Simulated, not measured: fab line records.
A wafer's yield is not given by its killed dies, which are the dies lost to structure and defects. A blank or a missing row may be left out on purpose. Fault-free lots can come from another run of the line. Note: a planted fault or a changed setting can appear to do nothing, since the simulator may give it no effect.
Chamber matching / flow gf180mcu / GF_STI_ETCH_14 on rie-si-02 has 4 sister chambers
The step etches Si in HBr/Cl2/O2, target depth 360 nm, time 102.9 s. 16 wafers are shown with their chamber, then 8 later ones without.

== WAFERS WITH THEIR CHAMBER ==
wafer=L685.2; chamber=0; drypump-motor-current-A (A)=6.2; oes-product-au (a.u.)=1.003; throttle-valve-pct (%)=25.655
wafer=L685.3; chamber=1; drypump-motor-current-A (A)=5.1; oes-product-au (a.u.)=1.010; throttle-valve-pct (%)=25.635
wafer=L685.6; chamber=3; drypump-motor-current-A (A)=5.6; oes-product-au (a.u.)=0.995; throttle-valve-pct (%)=25.659
wafer=L686.1; chamber=3; drypump-motor-current-A (A)=5.6; oes-product-au (a.u.)=0.995; throttle-valve-pct (%)=25.646
wafer=L686.2; chamber=2; drypump-motor-current-A (A)=6.0; oes-product-au (a.u.)=1.000; throttle-valve-pct (%)=25.647
wafer=L686.5; chamber=1; drypump-motor-current-A (A)=5.1; oes-product-au (a.u.)=0.996; throttle-valve-pct (%)=25.647
wafer=L688.1; chamber=2; drypump-motor-current-A (A)=6.0; oes-product-au (a.u.)=1.009; throttle-valve-pct (%)=25.650
wafer=L688.4; chamber=1; drypump-motor-current-A (A)=5.1; oes-product-au (a.u.)=1.007; throttle-valve-pct (%)=25.663
wafer=L688.6; chamber=3; drypump-motor-current-A (A)=5.6; oes-product-au (a.u.)=0.991; throttle-valve-pct (%)=25.661
wafer=L689.1; chamber=1; drypump-motor-current-A (A)=5.1; oes-product-au (a.u.)=0.991; throttle-valve-pct (%)=25.660
wafer=L689.3; chamber=2; drypump-motor-current-A (A)=6.0; oes-product-au (a.u.)=1.005; throttle-valve-pct (%)=25.644
wafer=L689.5; chamber=2; drypump-motor-current-A (A)=6.0; oes-product-au (a.u.)=0.999; throttle-valve-pct (%)=25.653
wafer=L691.1; chamber=2; drypump-motor-current-A (A)=6.0; oes-product-au (a.u.)=0.994; throttle-valve-pct (%)=25.653
wafer=L691.4; chamber=3; drypump-motor-current-A (A)=5.7; oes-product-au (a.u.)=0.989; throttle-valve-pct (%)=25.659
wafer=L691.6; chamber=1; drypump-motor-current-A (A)=5.1; oes-product-au (a.u.)=0.995; throttle-valve-pct (%)=25.661
wafer=L702.2; chamber=1; drypump-motor-current-A (A)=5.1; oes-product-au (a.u.)=0.999; throttle-valve-pct (%)=25.657

SIGNATURES (averages over the wafers above)
reading=drypump-motor-current-A; chamber 0=6.200; chamber 1=5.100; chamber 2=6.000; chamber 3=5.625; scatter within a chamber=0.025
reading=oes-product-au; chamber 0=1.00300; chamber 1=0.99967; chamber 2=1.00140; chamber 3=0.99250; scatter within a chamber=0.006
reading=throttle-valve-pct; chamber 0=25.65500; chamber 1=25.65383; chamber 2=25.64940; chamber 3=25.65625; scatter within a chamber=0.00811
Rule: distance of a wafer from a chamber = root of the sum over the readings of ((wafer's reading minus chamber's mean) / reading's scatter) squared. If the next closest chamber is less than 2 further off than the closest, the wafer can't be placed; otherwise it belongs to the closest. The scatter is the square root of a quotient: the sum, over the shown wafers, of each reading's squared deviation from its chamber's mean, divided by wafers minus chambers.

== WAFERS MISSING THEIR CHAMBER ==
wafer=L702.3; drypump-motor-current-A (A)=6.2; oes-product-au (a.u.)=1.008; throttle-valve-pct (%)=25.659
wafer=L702.4; drypump-motor-current-A (A)=5.7; oes-product-au (a.u.)=0.992; throttle-valve-pct (%)=25.651
wafer=L703.2; drypump-motor-current-A (A)=6.0; oes-product-au (a.u.)=1.012; throttle-valve-pct (%)=25.633
wafer=L703.5; drypump-motor-current-A (A)=6.0; oes-product-au (a.u.)=1.015; throttle-valve-pct (%)=25.658
wafer=L703.6; drypump-motor-current-A (A)=5.1; oes-product-au (a.u.)=0.997; throttle-valve-pct (%)=25.633
wafer=L705.1; drypump-motor-current-A (A)=5.7; oes-product-au (a.u.)=0.995; throttle-valve-pct (%)=25.663
wafer=L705.3; drypump-motor-current-A (A)=5.1; oes-product-au (a.u.)=1.002; throttle-valve-pct (%)=25.662
wafer=L705.5; drypump-motor-current-A (A)=5.7; oes-product-au (a.u.)=0.994; throttle-valve-pct (%)=25.654

== CHAMBER TAKEN BY EACH ==
wafer=L702.3; from the rows above=0; in truth=0
wafer=L702.4; from the rows above=3; in truth=3
wafer=L703.2; from the rows above=2; in truth=2
wafer=L703.5; from the rows above=2; in truth=2
wafer=L703.6; from the rows above=1; in truth=1
wafer=L705.1; from the rows above=3; in truth=3
wafer=L705.3; from the rows above=1; in truth=1
wafer=L705.5; from the rows above=3; in truth=3
8 of 8 placed correctly. Can't be placed from these rows: 0. 0 placed wrongly.
